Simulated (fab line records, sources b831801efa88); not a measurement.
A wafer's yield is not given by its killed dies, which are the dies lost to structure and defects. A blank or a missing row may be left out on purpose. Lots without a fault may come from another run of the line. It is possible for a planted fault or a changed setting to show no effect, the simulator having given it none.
Struck lot and sound lot, side by side	flow sky130	37 steps out of a route of 708
Sound: these wafers, L111.2, L111.3, L111.4. Wafers L125.3, L125.4, L125.5 were the ones struck. At the end, the cause is stated.
Per side, at each step with rows, come the tool, then ch with its chambers, and then its first start. Under that, the readings that differ: sound wafers	struck wafers	difference of the means	sigmas: that difference in standard deviations of wafers without a fault.
alike: same words and numbers on both sides, and readings whose means sit less than 2 such deviations apart. not compared: any withheld reading, any reading some wafer has no value for, any bound like >300 that may hide the same value, and any number with overlapping values for which the record gives no deviation.
Wherever a step has rows on one side only, a row that says differs or no value, or a row with sigmas, the two part there. Numbers that don't overlap but have no deviation are shown without sigmas and don't part them. A reading missing from all wafers of one side parts the sides only when that side holds two or more wafers.

first, 10 steps without rows for these wafers: SKY_LDD_LDN_SOFTBAKE_03 (time 60 s); SKY_LDD_LDN_EXPOSE_04 (exposes mask LDNTM, target cd 700 nm); SKY_LDD_LDN_PEB_05; SKY_LDD_LDN_DEVELOP_06 (develop time 60 s); SKY_LDD_LDN_IMPLANT_08; SKY_LDD_LDN_IMPLANT_09; SKY_LDD_LDN_IMPLANT_10; SKY_LDD_LDN_IMPLANT_11; SKY_LDD_LDN_STRIP_12 (strips in O2/N2); SKY_LDD_LDN_CLEAN_14 (cleans in SC1/SC2, time 150 s).
SKY_SPACER_CVD_00: deposits Si3N4 from DCS/NH3, target thk 43.1 nm, time 740 s.
  sound on lpcvd-02 ch 0, day 24 04:11; struck on lpcvd-02 ch 1, day 29 12:47
reading	sound	struck	difference	sigmas
spike-tc-bottom-C (C)	791.3 789.5 790.6	797.5 797.4 797.5	+7.0	+5
spike-tc-centre-C (C)	769.3 771.9 769.7	776.2 778.4 776.1	+6.6	+5
spike-tc-lower-C (C)	768.0 767.4 768.8	776.5 776.0 775.9	+8.1	+6
spike-tc-top-C (C)	785.6 785.3 785.8	787.8 789.0 789.3	+3.1	+2
spike-tc-upper-C (C)	769.1 768.6 769.1	775.5 775.8 776.9	+7.1	+7
susceptor-temp-C (C)	769.81 769.73 769.90	775.21 774.90 774.70	+5.12	+17
model.Si3N4_of_SPACER_CVD_00.thk-nm (nm)	43.09 43.04 43.29	47.89 47.86 47.82	+4.72	
SKY_SPACER_THK_MEAS_01:
  sound on film-metro-04, day 24 05:25; struck on film-metro-03, day 29 14:14
reading	sound	struck	difference	sigmas
SPACER_CVD_00_THK (nm)	43.1 43.0 43.3	47.9 47.9 47.8	+4.7	+11
  not compared: hold
SKY_SPACER_ETCHBACK_02: etches Si3N4 in CH3F/O2, stops on SiO2, time 46.7 s, target depth 45 nm.
  sound on rie-diel-04 ch 0,1,3, day 24 05:28; struck on rie-diel-01 ch 1,2,3, day 29 17:23
reading	sound	struck	difference	sigmas
hold	- - -	await-dispo/3.1h/release await-dispo/3.1h/release await-dispo/3.1h/release	no value on the sound wafers	
oes-product-au (a.u.)	0.860 0.854 0.850	0.907 0.900 0.911	+0.051	+7
throttle-valve-pct (%)	10.541 10.551 10.541	10.580 10.568 10.580	+0.032	+3
model.etch.depth-nm (nm)	43.09 43.04 43.29	47.89 47.86 47.82	+4.72	
  alike: O2_flow_sccm, bias-w, drypump-motor-current-A
  not compared: rf-hours-counter-h
then, 22 steps without rows for these wafers: SKY_POLY_CUT_DEHYDRATE_00 (time 60 s); SKY_POLY_CUT_HMDS_01 (prime time 60 s); SKY_POLY_CUT_COAT_02 (resist thk 60 nm); SKY_POLY_CUT_COAT_03 (resist thk 450 nm); SKY_POLY_CUT_SOFTBAKE_04 (time 90 s); SKY_POLY_CUT_EXPOSE_05 (exposes mask NPCM, target cd 270 nm); SKY_POLY_CUT_PEB_06; SKY_POLY_CUT_DEVELOP_07 (develop time 60 s); SKY_POLY_CUT_ETCH_10 (etches BARC in N2/H2, stops on SiO2, time 45.9 s, target depth 60 nm); SKY_POLY_CUT_ETCH_11 (etches Si3N4 in CF4/CH2F2/Ar, stops on poly-Si, time 42.5 s, target depth 60 nm); SKY_POLY_CUT_STRIP_12 (strips in O2/N2); SKY_SD_P_DEHYDRATE_00 (time 60 s); SKY_SD_P_HMDS_01 (prime time 60 s); SKY_SD_P_COAT_02 (resist thk 1140 nm); SKY_SD_P_SOFTBAKE_03 (time 60 s); SKY_SD_P_EXPOSE_04 (exposes mask PSDM, target cd 380 nm); SKY_SD_P_PEB_05; SKY_SD_P_DEVELOP_06 (develop time 60 s); SKY_SD_P_IMPLANT_09; SKY_SD_P_STRIP_10 (strips in O2/N2); SKY_RES_XHIGH_DEHYDRATE_00 (time 60 s); SKY_RES_XHIGH_HMDS_01 (prime time 60 s).
-- the record jumps here: 5 days lie between the struck wafers' starts before and after (it left off in module RES_XHIGH and takes up again in module SALICIDE, whose first step shown is number 361 of the route) --
SKY_SALICIDE_CLEAN_00: cleans in HF-last, time 30 s.
  sound on wet-bench-04 ch 0, day 29 04:07; struck on wet-bench-04 ch 2, day 34 05:50
reading	sound	struck	difference	sigmas
model.Si3N4_of_SPACER_CVD_00.thk-nm (nm)	42.08 42.05 42.29	46.91 46.88 46.84	+4.74	
-- the record jumps here: 16 days lie between the struck wafers' starts before and after (it left off in module SALICIDE and takes up again in module PAD_OPEN, whose first step shown is number 708 of the route) --
SKY_PAD_OPEN_PROBE_99:
  sound on prober-01, day 46 16:52; struck on prober-01, day 50 07:52
reading	sound	struck	difference	sigmas
model.etest.pfet_01v8.r-on-ohm-um	2980 2866 2953	3119 3024 3049	+131	
model.etest.sonos-uncharged.r-on-ohm-um	808.5 808.1 807.5	830.7 823.6 821.9	+17.4	
model.etest.pfet_01v8.drive-ua-um	186.2 195.6 189.6	178 182 178.8	-11	
model.etest.pfet_01v8_hvt.drive-ua-um	139.1 143.4 142.4	129.7 136.7 135.1	-7.8	
model.etest.sram-pfet-latch.drive-ua-um	139.8 143 144.7	127.9 129.9 135	-11.6	
model.etest.sram-pfet-latch.off-log10-a-um	-13.06 -12.84 -12.67	-13.42 -13.17 -13.23	-0.42	
  alike: killed_at_M0_to_M3, killed_at_M4_up, killed-at-contacts, killed-at-front-end, killed-at-other, killed-dies, killed-open, killed-short
  not compared: model.etest.pfet_01v8_mvt.drive-ua-um, model.etest.pfet_01v8.off-log10-a-um

WHERE THEY PART
Earliest at SKY_SPACER_CVD_00; latest, in this record, at SKY_SPACER_ETCHBACK_02. Later steps at which nothing parts them and some readings are alike: SKY_PAD_OPEN_PROBE_99.

WHY: whatever the simulator had introduced
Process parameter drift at SKY_SPACER_CVD_00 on lpcvd-02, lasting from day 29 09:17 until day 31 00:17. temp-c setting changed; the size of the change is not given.
